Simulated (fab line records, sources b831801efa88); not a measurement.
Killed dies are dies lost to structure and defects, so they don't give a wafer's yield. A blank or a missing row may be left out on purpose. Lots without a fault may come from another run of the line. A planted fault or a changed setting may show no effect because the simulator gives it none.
Chamber matching | flow sky130 | SKY_FIELD_ISO_CMP_27 on cmp-01: 4 sister chambers
The step polishes, stops on Si3N4, t overpolish 16 s, target thk 457.8 nm. 4 wafers are shown with their chamber, then 8 later ones without.

WAFERS WITH THEIR CHAMBER
wafer  | chamber | motor_current_A (A)
L348.5 | 2       | 11.7
L355.3 | 1       | 14.3
L355.5 | 3       | 14.4
L356.2 | 0       | 11.4

WAFERS WITHOUT THEIR CHAMBER
wafer  | motor_current_A (A)
L356.3 | 13.4
L356.6 | 11.3
L360.3 | 14.3
L360.4 | 13.8
L360.5 | 11.8
L366.3 | 11.0
L366.4 | 12.1
L366.5 | 11.3

WHICH CHAMBER EACH WENT THROUGH
wafer  | from the rows above          | in truth
L356.3 | can't be placed: 1 or 3 or 2 | 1
L356.6 | can't be placed: 0 or 2      | 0
L360.3 | can't be placed: 1 or 3      | 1
L360.4 | can't be placed: 1 or 3      | 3
L360.5 | can't be placed: 2 or 0      | 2
L366.3 | can't be placed: 0 or 2      | 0
L366.4 | can't be placed: 2 or 0      | 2
L366.5 | can't be placed: 0 or 2      | 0
Placed correctly: 0 of 8. Can't be placed from these rows: 8 (the true chamber is among the candidates in 8). Placed wrongly: 0.
How it was worked out, from the rows above alone: a wafer's distance from a chamber is the root of the sum, over the readings, of the square of ((its reading less the chamber's mean) divided by the reading's scatter). The wafer belongs to the nearest chamber; if the next one is less than 2 further off, it can't be placed. A chamber's mean is the mean of its shown wafers. The scatter: with one shown wafer a chamber, the root of the mean of the squares of how far each hidden wafer lies from its nearest shown one.
